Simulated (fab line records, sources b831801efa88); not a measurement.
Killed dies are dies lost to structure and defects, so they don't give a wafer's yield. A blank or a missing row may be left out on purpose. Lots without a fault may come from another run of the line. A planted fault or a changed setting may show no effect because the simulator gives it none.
Tool commonality check | flow sky130 | 10 lots, 30 wafers sampled

WHY IT WAS OPENED
At SKY_VIA4_RS_MEAS_19 the reading VIA4_W_RS is flagged on 2 of 10 lots. Wafers without a fault read 0.2261 ohm/sq, standard deviation 0.0022.
Rule: a lot is flagged when every wafer of it that has a number lies more than 4 standard deviations from that mean, or none has a number. The other lots count as sound.

lot  | measured     | on            | VIA4_W_RS (ohm/sq), wafer by wafer | flag
L559 | day 44 01:09 | film_metro-01 | 0.2235 0.2238 0.2253               |
L558 | day 44 01:43 | film_metro-03 | 0.2248 0.2264 0.2282               |
L562 | day 44 18:59 | film_metro-03 | 0.2287 0.2245 0.2300               |
L564 | day 45 17:39 | film_metro-03 | 0.2261 0.2276 0.2260               |
L565 | day 45 22:13 | film_metro-03 | 0.2268 0.2267 0.2258               |
L567 | day 45 23:34 | film_metro-01 | 58.266 57.705 57.809               | FLAGGED
L568 | day 46 14:42 | film_metro-03 | 59.731 58.627 58.627               | FLAGGED
L577 | day 48 21:04 | film_metro-04 | 0.2297 0.2254 0.2249               |
L578 | day 49 01:19 | film_metro-03 | 0.2306 0.2219 0.2267               |
L579 | day 49 08:25 | film_metro-01 | 0.2283 0.2256 0.2244               |
The numbers of the flagged lots are 58.4608 ohm/sq on average: +58.2347 ohm/sq against the usual, or +99 or more standard deviations.

WHICH TOOL RAN EACH LOT
The record holds 2 process steps before the reading, out of a route of 708 steps. In each cell: the tool, then ch and the chambers that the sampled wafers went through, then the start.
lot  | flag    | SKY_VIA4_STRIP_13                    | SKY_VIA4_CVD_18
L559 |         | plasma_asher-02 ch 0,1, day 44 00:20 | cvd_w-01 ch 0,1, day 44 00:59
L558 |         | plasma_asher-04 ch 0,1, day 44 00:54 | cvd_w-02 ch 0,1, day 44 01:34
L562 |         | plasma_asher-04 ch 0,1, day 44 18:09 | cvd_w-01 ch 0,1, day 44 18:50
L564 |         | plasma_asher-01 ch 0,1, day 45 16:50 | cvd_w-01 ch 0,1, day 45 17:31
L565 |         | plasma_asher-02 ch 1, day 45 21:24   | cvd_w-02 ch 0, day 45 22:04
L567 | FLAGGED | plasma_asher-02 ch 1, day 45 22:21   | cvd_w-01 ch 0,1, day 45 23:25
L568 | FLAGGED | plasma_asher-02 ch 0,1, day 46 13:21 | cvd_w-01 ch 0,1, day 46 14:34
L577 |         | plasma_asher-04 ch 0, day 48 20:07   | cvd_w-02 ch 0,1, day 48 20:55
L578 |         | plasma_asher-01 ch 0,1, day 49 00:29 | cvd_w-02 ch 0,1, day 49 01:08
L579 |         | plasma_asher-02 ch 0,1, day 49 07:24 | cvd_w-01 ch 0,1, day 49 08:16
What these steps do:
- SKY_VIA4_STRIP_13: strips in O2/N2.
- SKY_VIA4_CVD_18: deposits W, target thk 505 nm, time 152.14 s.
- SKY_VIA4_RS_MEAS_19: measures by four-point-probe.

FLAGGED OVER TOTAL, TOOL BY TOOL (the gauges that took the reading come last)
step                | tool            | lots run | flagged | share of the flagged lots | sound lots run after its first flagged lot
SKY_VIA4_STRIP_13   | plasma_asher-01 | 2        | 0       | none                      | -
SKY_VIA4_STRIP_13   | plasma_asher-02 | 5        | 2       | all                       | 1 (L579)
SKY_VIA4_STRIP_13   | plasma_asher-04 | 3        | 0       | none                      | -
SKY_VIA4_CVD_18     | cvd_w-01        | 6        | 2       | all                       | 1 (L579)
SKY_VIA4_CVD_18     | cvd_w-02        | 4        | 0       | none                      | -
SKY_VIA4_RS_MEAS_19 | film_metro-01   | 3        | 1       | some                      | 1 (L579)
SKY_VIA4_RS_MEAS_19 | film_metro-03   | 6        | 1       | some                      | 1 (L578)
SKY_VIA4_RS_MEAS_19 | film_metro-04   | 1        | 0       | none                      | -

WHAT THE TABLE ALLOWS
2 rows of the table ran every flagged lot: plasma_asher-02 at SKY_VIA4_STRIP_13, cvd_w-01 at SKY_VIA4_CVD_18.
- plasma_asher-02 at SKY_VIA4_STRIP_13: 2 of its 5 lots flagged. Sound lots ran on it after the first flagged one (L579), which a lasting fault on the whole tool wouldn't allow.
- cvd_w-01 at SKY_VIA4_CVD_18: 2 of its 6 lots flagged. Sound lots ran on it after the first flagged one (L579), which a lasting fault on the whole tool wouldn't allow. On the flagged lots its readings are blank where sound lots have values: chamber_pressure_Torr, heater_power_outer_w, heater_power_w.
No row of the table ran every flagged lot and no sound lot after the first.

WHAT THE SIMULATOR HAD PUT IN
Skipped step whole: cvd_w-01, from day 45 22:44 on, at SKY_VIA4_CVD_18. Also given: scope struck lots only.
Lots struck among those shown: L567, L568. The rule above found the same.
